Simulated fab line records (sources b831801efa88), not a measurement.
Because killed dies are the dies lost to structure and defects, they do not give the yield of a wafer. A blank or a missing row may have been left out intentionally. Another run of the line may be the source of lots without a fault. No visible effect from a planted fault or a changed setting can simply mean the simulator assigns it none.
A lot that was struck, set against a sound lot    flow sky130    42 steps out of a route of 708
Sound: wafers L259.1, L259.3, L259.5. Wafers L266.2, L266.3, L266.5 were the ones struck. At the end, the cause is stated.
At each step with rows: each side's tool, then ch and its chambers, then its first start. Under that, the readings that differ: sound wafers    struck wafers    difference of the means    sigmas: that difference in standard deviations of wafers without a fault.
alike: readings with means less than 2 such deviations apart, plus words and numbers identical on both sides. not compared: withheld readings, readings lacking a value on some wafer, bounds such as >300 that could conceal the same value, and numbers that have no deviation in the record and whose values overlap.
Wherever a step has rows on one side only, a row that says differs or no value, or a row with sigmas, the two part there. Numbers that have no deviation but don't overlap get no sigmas and don't part them. A reading that every wafer of one side lacks parts them only if that side has two wafers or more.

first, 2 steps without rows for these wafers: SKY_PWDE_PEB_05; SKY_PWDE_DEVELOP_06 (develop time 60 s).
SKY_PWDE_OVL_MEAS_07:
  struck on overlay-01, day 7 20:17; sound on overlay-01, day 6 04:14
  alike: PWDE_OVL
then, 1 step without rows for these wafers: SKY_PWDE_IMPLANT_08.
SKY_PWDE_STRIP_09: strips in O2/N2.
  sound on plasma-asher-03 ch 0,1, day 6 04:25; struck on plasma-asher-03 ch 1, day 7 20:28
  alike: chamber-pressure-mTorr, drypump-motor-current-A, n2-flow-sccm, oes-product-au, strip-time-to-endpoint-s
  not compared: rf-hours-counter-h
SKY_PWDE_TW_MEAS_10:
  struck on film-metro-01, day 7 20:34; sound on film-metro-01, day 6 04:31
  alike: PWDE_TW
then, 6 steps without rows for these wafers: SKY_NWELL_DEHYDRATE_03 (time 60 s); SKY_NWELL_HMDS_04 (prime time 60 s); SKY_NWELL_COAT_05 (resist thk 3000 nm); SKY_NWELL_SOFTBAKE_06; SKY_NWELL_EXPOSE_07 (exposes mask NWM, target cd 840 nm); SKY_NWELL_PEB_08.
SKY_NWELL_DEVELOP_09: develop time 60 s.
  sound on litho-track-03 ch 0, day 6 22:00; struck on litho-track-03 ch 0, day 8 16:00
  alike: chill-plate-temp-C
SKY_NWELL_OVL_MEAS_10:
  struck on overlay-01, day 8 16:50; sound on overlay-02, day 6 22:35
  alike: NWELL_00_OVL
then, 3 steps without rows for these wafers: SKY_NWELL_IMPLANT_11; SKY_NWELL_IMPLANT_12; SKY_NWELL_IMPLANT_13.
SKY_NWELL_STRIP_14: strips in O2/N2.
  sound on plasma-asher-03 ch 0,1, day 6 23:04; struck on plasma-asher-03 ch 0,1, day 8 17:23
  alike: chamber-pressure-mTorr, drypump-motor-current-A, n2-flow-sccm, oes-product-au, strip-time-to-endpoint-s
  not compared: rf-hours-counter-h
SKY_NWELL_TW_MEAS_15:
  struck on film-metro-02, day 8 17:30; sound on film-metro-02, day 6 23:10
  alike: NWELL_TW
then, 7 steps without rows for these wafers: SKY_NWELL_DEHYDRATE_16 (time 60 s); SKY_NWELL_HMDS_17 (prime time 60 s); SKY_NWELL_COAT_18 (resist thk 3000 nm); SKY_NWELL_SOFTBAKE_19; SKY_NWELL_EXPOSE_20 (exposes mask NWM COMPLEMENT, target cd 840 nm); SKY_NWELL_PEB_21; SKY_NWELL_DEVELOP_22 (develop time 60 s).
SKY_NWELL_OVL_MEAS_23:
  struck on overlay-02, day 9 14:14; sound on overlay-02, day 7 18:14
  alike: NWELL_01_OVL
then, 1 step without rows for these wafers: SKY_NWELL_IMPLANT_24.
SKY_NWELL_STRIP_25: strips in O2/N2.
  sound on plasma-asher-02 ch 0, day 7 18:25; struck on plasma-asher-03 ch 0, day 9 14:25
  alike: chamber-pressure-mTorr, drypump-motor-current-A, n2-flow-sccm, oes-product-au, strip-time-to-endpoint-s
  not compared: rf-hours-counter-h
SKY_NWELL_TW_MEAS_26:
  struck on film-metro-04, day 9 14:32; sound on film-metro-02, day 7 18:31
  alike: NWELL_2_TW
then, 1 step without rows for these wafers: SKY_NWELL_CLEAN_27 (cleans in SC1/SC2, time 150 s).
SKY_NWELL_RTA_28: time 30 s.
  sound on rtp-anneal-02 ch 0, day 7 18:38; struck on rtp-anneal-02 ch 0, day 9 14:39
  alike: lamp-power-pct, wafer_temp_C_max
SKY_NWELL_RS_MEAS_29: the measuring method here is four-point-probe.
  struck on film-metro-01, day 9 14:46; sound on film-metro-01, day 7 18:44
  alike: NWELL_RS
SKY_NWELL_RS_MEAS_31: the measuring method here is four-point-probe.
  struck on film-metro-01, day 9 15:00; sound on film-metro-01, day 7 18:58
  alike: PWDE_RS
then, 7 steps without rows for these wafers: SKY_VT_ADJUST_HVTP_DEHYDRATE_00 (time 60 s); SKY_VT_ADJUST_HVTP_HMDS_01 (prime time 60 s); SKY_VT_ADJUST_HVTP_COAT_02 (resist thk 1140 nm); SKY_VT_ADJUST_HVTP_SOFTBAKE_03 (time 60 s); SKY_VT_ADJUST_HVTP_EXPOSE_04 (exposes mask HVTPM, target cd 380 nm); SKY_VT_ADJUST_HVTP_PEB_05; SKY_VT_ADJUST_HVTP_DEVELOP_06 (develop time 60 s).
-- here the record skips 40 days between the struck wafers' starts before and after, leaving off in module VT_ADJUST_HVTP and picking up in module PAD_OPEN (first step shown: number 708 of the route) --
SKY_PAD_OPEN_PROBE_99:
  struck on prober-02, day 49 18:18; sound on prober-01, day 48 05:52
reading                                      sound                          struck                         difference  sigmas
killed_at_M0_to_M3                           53 47 68                       45 38 37                       -16         -2
killed-open                                  53 59 58                       53 38 37                       -14         -2
model.etest.nfet_16v.r-on-ohm-um             1.429e+04 1.436e+04 1.439e+04  1.543e+04 1.532e+04 1.548e+04  +1.063e+03  
model.etest.pfet_16v.r-on-ohm-um             1.464e+04 1.518e+04 1.509e+04  1.394e+04 1.384e+04 1.373e+04  -1.133e+03  
model.etest.res-nwell.line-ohm-um            1059 1094 1080                 1589 1560 1534                 +483        
model.etest.res-nwell.width-nm (nm)          834.8 841.5 835.9              606.5 607 604.6                -231.4      
model.etest.res-iso-pwell.width-nm (nm)      2669 2650 2653                 2776 2782 2797                 +128        
model.etest.pfet_16v.drive-ua-um             253.7 249.1 252.1              269 269.3 271.3                +18         
model.etest.nfet_16v.drive-ua-um             220.8 219.3 220.8              209.6 212.8 212.2              -8.8        
model.etest.iso-nwell-nwell.leak-log10-a-um  -12.96 -13.24 -13.13           -13.89 -13.93 -13.91           -0.80       
  alike: killed_at_M4_up, killed-at-contacts, killed-at-front-end, killed-at-other, killed-dies, killed-short

## WHERE THEY PART
Within this record, at SKY_PAD_OPEN_PROBE_99 only.

WHY: the cause the simulator had injected
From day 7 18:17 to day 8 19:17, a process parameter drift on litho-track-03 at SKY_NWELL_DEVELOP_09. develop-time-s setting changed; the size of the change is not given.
